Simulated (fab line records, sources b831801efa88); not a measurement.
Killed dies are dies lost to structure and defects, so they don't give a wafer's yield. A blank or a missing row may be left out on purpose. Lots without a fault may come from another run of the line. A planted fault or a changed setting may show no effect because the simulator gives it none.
One fault seen from 2 desks | flow sky130 | each desk has only its own numbers; what lay behind them comes last

THE METROLOGY DESK
What the gauges read, lot by lot, whatever tool the lot ran on: means of the sampled wafers that have a number. A lot is out of limits, marked OUT, if its mean lies more than 4 standard deviations from the usual mean; the brackets give that distance.
Columns: A = VT_ADJUST_LVTN_TW at SKY_VT_ADJUST_LVTN_TW_MEAS_10, usual 242.0; B = cd_nm at SKY_POLY_CUT_CD_MEAS_08, usual 270.2 nm; C = POLY_CUT_OVL at SKY_POLY_CUT_OVL_MEAS_09, usual -1 nm
lot  | first seen here | A               | B     | C
L908 | day 6 21:25     | 244.5           | 269.6 | 4
L909 | day 7 00:04     | 243.1           | 270.0 | -1
L911 | day 7 10:51     | 241.3           | 270.8 | 3
L913 | day 9 01:31     | 240.8           | 271.3 | 3
L916 | day 9 04:16     | 241.5           | 269.9 | -2
L914 | day 9 05:12     | 240.9           | 270.4 | -13
L918 | day 9 13:21     | 242.0           | 271.6 | 1
L917 | day 9 14:04     | 243.1           | 270.4 | -11
L920 | day 10 02:54    | 240.3           | 270.1 | 2
L921 | day 10 07:28    | 241.9           | 268.0 | 5
L930 | day 13 05:42    | 272.0 (+23) OUT | 270.6 | 1
L931 | day 13 09:39    | 271.2 (+22) OUT | 271.8 | -3
This desk's finding: out of limits on L930, L931; first on L930, day 13 05:42 (VT_ADJUST_LVTN_TW at SKY_VT_ADJUST_LVTN_TW_MEAS_10). In limits: L908, L909, L911, L913, L916, L914, L918, L917, L920, L921.

THE TOOL OWNER'S DESK: implanter-01
The tool's own readings at SKY_VT_ADJUST_LVTN_IMPLANT_08: means of the sampled wafers that have a number, for each lot that ran on this tool. A lot is out of limits, marked OUT, if its mean lies more than 4 standard deviations from the usual mean; the brackets give that distance.
Columns: A = dose_ions_cm2 at SKY_VT_ADJUST_LVTN_IMPLANT_08, usual 1.5703e+12; B = faraday_current_uA at SKY_VT_ADJUST_LVTN_IMPLANT_08, usual 8.83
lot  | first seen here | A                            | B
L911 | day 7 10:36     | 1.5716e+12                   | 8.86
L914 | day 9 04:57     | 1.5688e+12                   | 9.00
L917 | day 9 13:49     | 1.5713e+12                   | 8.72
L930 | day 13 05:27    | 2.2801e+12 (+99 or more) OUT | 12.76 (+20) OUT
L931 | day 13 09:24    | 2.2791e+12 (+99 or more) OUT | 12.88 (+20) OUT
This desk's finding: out of limits on L930, L931; first on L930, day 13 05:27 (dose_ions_cm2 at SKY_VT_ADJUST_LVTN_IMPLANT_08). In limits: L911, L914, L917.

PUT TOGETHER
The tool owner's desk could have raised an alarm at day 13 05:27, on L930, L931.
The metrology desk could have raised an alarm at day 13 05:42, on L930, L931.
Of the lots named, all ran SKY_VT_ADJUST_LVTN_IMPLANT_08 on implanter-01.

WHAT THE SIMULATOR HAD PUT IN
Process parameter drift: implanter-01, from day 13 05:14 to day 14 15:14, at SKY_VT_ADJUST_LVTN_IMPLANT_08. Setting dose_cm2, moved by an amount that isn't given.
Lots struck among those shown: L930, L931.
Hours from the fault's start to each desk's first reading out of limits: the tool owner's desk, 0; the metrology desk, 0.
